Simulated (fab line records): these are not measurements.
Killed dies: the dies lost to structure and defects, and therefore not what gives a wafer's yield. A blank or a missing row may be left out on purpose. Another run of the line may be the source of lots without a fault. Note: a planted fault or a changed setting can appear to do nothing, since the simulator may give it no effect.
Chamber matching ; flow gf180mcu ; cmp-01 running GF_V3_CMP_26: 4 sister chambers
The step polishes, stops on SiO2, t overpolish 15 s, target thk 0 nm. 4 wafers are shown with their chamber, then 6 later ones without.

## EACH WAFER AND ITS CHAMBER
wafer;chamber;motor_current_A (A)
L590.3;0;10.3
L593.4;3;11.4
L594.1;2;9.3
L594.5;1;12.6

## WAFERS WITH NO CHAMBER GIVEN
wafer;motor_current_A (A)
L594.6;9.5
L596.3;11.6
L596.5;9.7
L596.6;13.2
L605.2;10.6
L606.2;11.7

## WHICH CHAMBER EACH ONE RAN IN
wafer;from the rows above;in truth
L594.6;can't be placed: 2 or 0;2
L596.3;3;3
L596.5;can't be placed: 2 or 0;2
L596.6;1;1
L605.2;can't be placed: 0 or 3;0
L606.2;can't be placed: 3 or 1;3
2 of 6 placed correctly. These rows do not allow placing 4 (true chamber among the candidates in 4). 0 placed wrongly.
How it was worked out, from the rows above alone: a wafer's distance from a chamber is the root of the sum, over the readings, of the square of ((its reading less the chamber's mean) divided by the reading's scatter). The wafer belongs to the nearest chamber; if the next one is less than 2 further off, it can't be placed. Each chamber's mean is taken over the wafers shown for it. The scatter (one wafer shown for each chamber): square how far every hidden wafer sits from the nearest shown wafer, average those squares and take the square root.
